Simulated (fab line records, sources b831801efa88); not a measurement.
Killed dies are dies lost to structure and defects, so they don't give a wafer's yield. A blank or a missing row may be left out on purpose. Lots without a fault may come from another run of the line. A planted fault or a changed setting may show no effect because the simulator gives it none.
Which tool did it? | flow gf180mcu | 12 lots, 36 wafers sampled, at 6 steps of a route of 602

WHAT THE GAUGES READ, wafer by wafer
GF_STI_THK_MEAS_02.
lot  | measured    | on            | STI_OXIDATION_THK (nm)
L268 | day 1 11:32 | film_metro-01 | 9.85 9.78 9.91
L269 | day 1 19:04 | film_metro-01 | 9.58 9.66 9.62
L270 | day 2 00:19 | film_metro-03 | 9.82 9.73 9.63
L271 | day 2 03:27 | film_metro-03 | 9.43 9.53 9.54
L275 | day 2 22:49 | film_metro-03 | 10.04 10.00 9.95
L276 | day 3 03:31 | film_metro-03 | 9.35 9.66 9.62
L277 | day 3 09:03 | film_metro-03 | 9.80 9.74 9.74
L278 | day 3 14:13 | film_metro-04 | 9.84 9.71 9.83
L285 | day 5 00:32 | film_metro-03 | 10.27 10.10 10.20
L287 | day 5 11:06 | film_metro-04 | 9.82 10.04 10.08
L288 | day 5 15:31 | film_metro-01 | 10.00 9.85 9.98
L289 | day 5 21:25 | film_metro-04 | 9.84 9.63 9.76

GF_NWELL_TW_MEAS_11.
lot  | measured    | on            | NWELL_TW
L268 | day 3 09:56 | film_metro-01 | 1565 1572 1573
L269 | day 3 15:59 | film_metro-01 | 1578 1574 1571
L270 | day 3 22:31 | film_metro-01 | 1562 1567 1568
L271 | day 4 00:56 | film_metro-02 | 1569 1572 1585
L275 | day 4 22:16 | film_metro-03 | 1595 1588 1584
L276 | day 5 04:34 | film_metro-03 | 1585 1586 1585
L277 | day 5 08:43 | film_metro-01 | 1558 1564 1559
L278 | day 5 18:52 | film_metro-03 | 1577 1591 1577
L285 | day 7 05:35 | film_metro-02 | 1464 1468 1466
L287 | day 7 15:38 | film_metro-01 | 1469 1473 1463
L288 | day 7 20:01 | film_metro-03 | 1591 1598 1590
L289 | day 8 02:53 | film_metro-02 | 1577 1572 1591

GF_MVSD_OVL_MEAS_07.
lot  | measured    | on         | MVSD_OVL (nm)
L268 | day 4 13:16 | overlay-01 | -3.2 -0.1 0.5
L269 | day 4 18:01 | overlay-01 | -1.7 0.8 0.7
L270 | day 5 01:37 | overlay-01 | -0.2 -1.6 -0.7
L271 | day 5 04:47 | overlay-02 | 2.2 2.6 1.4
L275 | day 6 03:34 | overlay-02 | 1.3 2.3 0.7
L276 | day 6 10:50 | overlay-01 | 0.1 0.6 0.6
L277 | day 6 14:08 | overlay-01 | 1.0 0.0 0.9
L278 | day 7 01:23 | overlay-01 | 0.0 0.5 -0.6
L285 | day 8 14:08 | overlay-02 | 0.9 -1.8 0.4
L287 | day 9 00:34 | overlay-01 | -2.3 -1.9 -0.5
L288 | day 9 05:47 | overlay-01 | -2.8 -3.1 -3.1
L289 | day 9 12:18 | overlay-01 | 0.1 -0.3 -1.0

GF_VT_IMPLANT_RS_MEAS_47: measures by four-point-probe.
lot  | measured     | on            | NWELL_RS (ohm/sq)
L268 | day 7 16:59  | film_metro-01 | 487.4 488.1 487.6
L269 | day 7 21:27  | film_metro-03 | 486.0 486.4 487.8
L270 | day 8 05:40  | film_metro-02 | 488.5 488.7 488.1
L271 | day 8 12:08  | film_metro-01 | 488.0 487.9 487.4
L275 | day 9 14:07  | film_metro-02 | 487.9 489.6 487.9
L276 | day 9 21:54  | film_metro-01 | 487.0 488.7 489.1
L277 | day 10 00:18 | film_metro-03 | 488.7 486.8 486.4
L278 | day 10 13:46 | film_metro-03 | 489.7 487.1 489.0
L285 | day 12 08:28 | film_metro-01 | 558.4 556.3 557.4
L287 | day 12 19:24 | film_metro-03 | 557.0 554.2 555.5
L288 | day 13 01:46 | film_metro-02 | 488.2 488.4 488.8
L289 | day 13 11:07 | film_metro-01 | 487.5 486.8 486.5

WHICH TOOL RAN EACH LOT (tool, then ch and the chambers of the sampled wafers, then the start)
lot  | GF_STI_ETCH_14                  | GF_NWELL_IMPLANT_08
L268 | rie_si-01 ch 1,2, day 2 01:47   | implanter-03 ch 0, day 3 09:34
L269 | rie_si-01 ch 0,1,2, day 2 09:10 | implanter-04 ch 0, day 3 15:38
L270 | rie_si-02 ch 0,1,2, day 2 14:23 | implanter-02 ch 0, day 3 22:07
L271 | rie_si-01 ch 1,2,3, day 2 17:38 | implanter-04 ch 0, day 4 00:34
L275 | rie_si-02 ch 0,1,2, day 3 13:41 | implanter-02 ch 0, day 4 21:53
L276 | rie_si-01 ch 1,2,3, day 3 19:08 | implanter-03 ch 0, day 5 04:10
L277 | rie_si-01 ch 0,1,2, day 4 00:07 | implanter-03 ch 0, day 5 08:19
L278 | rie_si-02 ch 0,1,3, day 4 05:25 | implanter-03 ch 0, day 5 18:30
L285 | rie_si-02 ch 0,1,2, day 5 17:05 | implanter-04 ch 0, day 7 05:14
L287 | rie_si-02 ch 0,3, day 6 03:29   | implanter-04 ch 0, day 7 15:14
L288 | rie_si-02 ch 0,3, day 6 07:52   | implanter-03 ch 0, day 7 19:38
L289 | rie_si-02 ch 0,1,3, day 6 14:41 | implanter-03 ch 0, day 8 02:30
- GF_STI_ETCH_14: etches Si in HBr/Cl2/O2, target depth 360 nm, time 102.9 s.
- GF_NWELL_IMPLANT_08

WHAT THE TOOLS THEMSELVES READ (means of the sampled wafers that have a number; where no wafer has one, the mark that the record gives instead)
GF_STI_ETCH_14.
lot  | tool      | drypump_motor_current_A (A) | oes_product_au (a.u.) | throttle_valve_pct (%)
L268 | rie_si-01 | 5.4                         | 0.986                 | 25.669
L269 | rie_si-01 | 5.6                         | 1.007                 | 25.656
L270 | rie_si-02 | 5.8                         | 0.999                 | 25.661
L271 | rie_si-01 | 5.5                         | 0.982                 | 25.676
L275 | rie_si-02 | 5.8                         | 1.000                 | 25.660
L276 | rie_si-01 | 5.5                         | 0.985                 | 25.678
L277 | rie_si-01 | 5.6                         | 1.009                 | 25.654
L278 | rie_si-02 | 5.5                         | 0.985                 | 25.669
L285 | rie_si-02 | 5.8                         | 0.992                 | 25.651
L287 | rie_si-02 | 5.3                         | 0.993                 | 25.656
L288 | rie_si-02 | 5.4                         | 1.007                 | 25.659
L289 | rie_si-02 | 5.5                         | 0.992                 | 25.665

GF_NWELL_IMPLANT_08.
lot  | tool         | beam_on_s (s) | faraday_current_uA
L268 | implanter-03 | 10.00         | 84.5
L269 | implanter-04 | 10.12         | 83.4
L270 | implanter-02 | 9.60          | 87.9
L271 | implanter-04 | 9.86          | 85.8
L275 | implanter-02 | 9.81          | 85.9
L276 | implanter-03 | 10.16         | 83.3
L277 | implanter-03 | 10.01         | 84.5
L278 | implanter-03 | 10.07         | 83.8
L285 | implanter-04 | 7.77          | 108.9
L287 | implanter-04 | 7.72          | 109.2
L288 | implanter-03 | 9.93          | 85.4
L289 | implanter-03 | 9.92          | 85.3

THE ANSWER, worked out from the rows above alone
Rule: what is usual is taken from the lots themselves. Put in order of their means at a reading, lots are off if they are a third of the lots or fewer, leave a main group of 4 or more, and stand apart from it by a gap of 3 or more times the standard deviation of the main group's means; of several such gaps the widest counts. A main group whose means are all the same, to the digits that the tables above print for the reading, isn't used. A lot without any number at a reading at which 4 lots or more have one is off too. The other lots that the step has rows for count as sound. The gauges are gone through in route order, then the tools' own readings, and for those a lot's mean is taken as printed above. The first step at which some lot is off is used, and at that step the reading that is off furthest; a lot without a number counts as furthest.
Off: L285, L287, at GF_NWELL_TW_MEAS_11 (NWELL_TW). The main group: mean 1577, standard deviation 9.8.
A tool fits if, at a process step before that reading, it ran every lot that is off, and no sound lot after the first of them. The gauges at GF_NWELL_TW_MEAS_11 aren't tried: what is off there is off at GF_NWELL_IMPLANT_08 too, on other tools, and a gauge's error can't cause that. One fits: implanter-04 at GF_NWELL_IMPLANT_08. Its last sound lot is L271 (day 4 00:34), its first lot that is off L285 (day 7 05:14): a fault that began between those two fits.
The tool's own readings at GF_NWELL_IMPLANT_08 bear it out: on the lots that are off they differ by more than 5 times the standard deviation of the sound lots' means. beam_on_s reads 7.74 s there against 9.95 s on the sound lots; faraday_current_uA reads 109.1 there against 85.0 on the sound lots.

WHAT THE SIMULATOR HAD PUT IN
Process parameter drift: implanter-04, from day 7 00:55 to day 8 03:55, at GF_NWELL_IMPLANT_08. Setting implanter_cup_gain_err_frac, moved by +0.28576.
Lots struck among those shown: L285, L287. The rule above found the same.
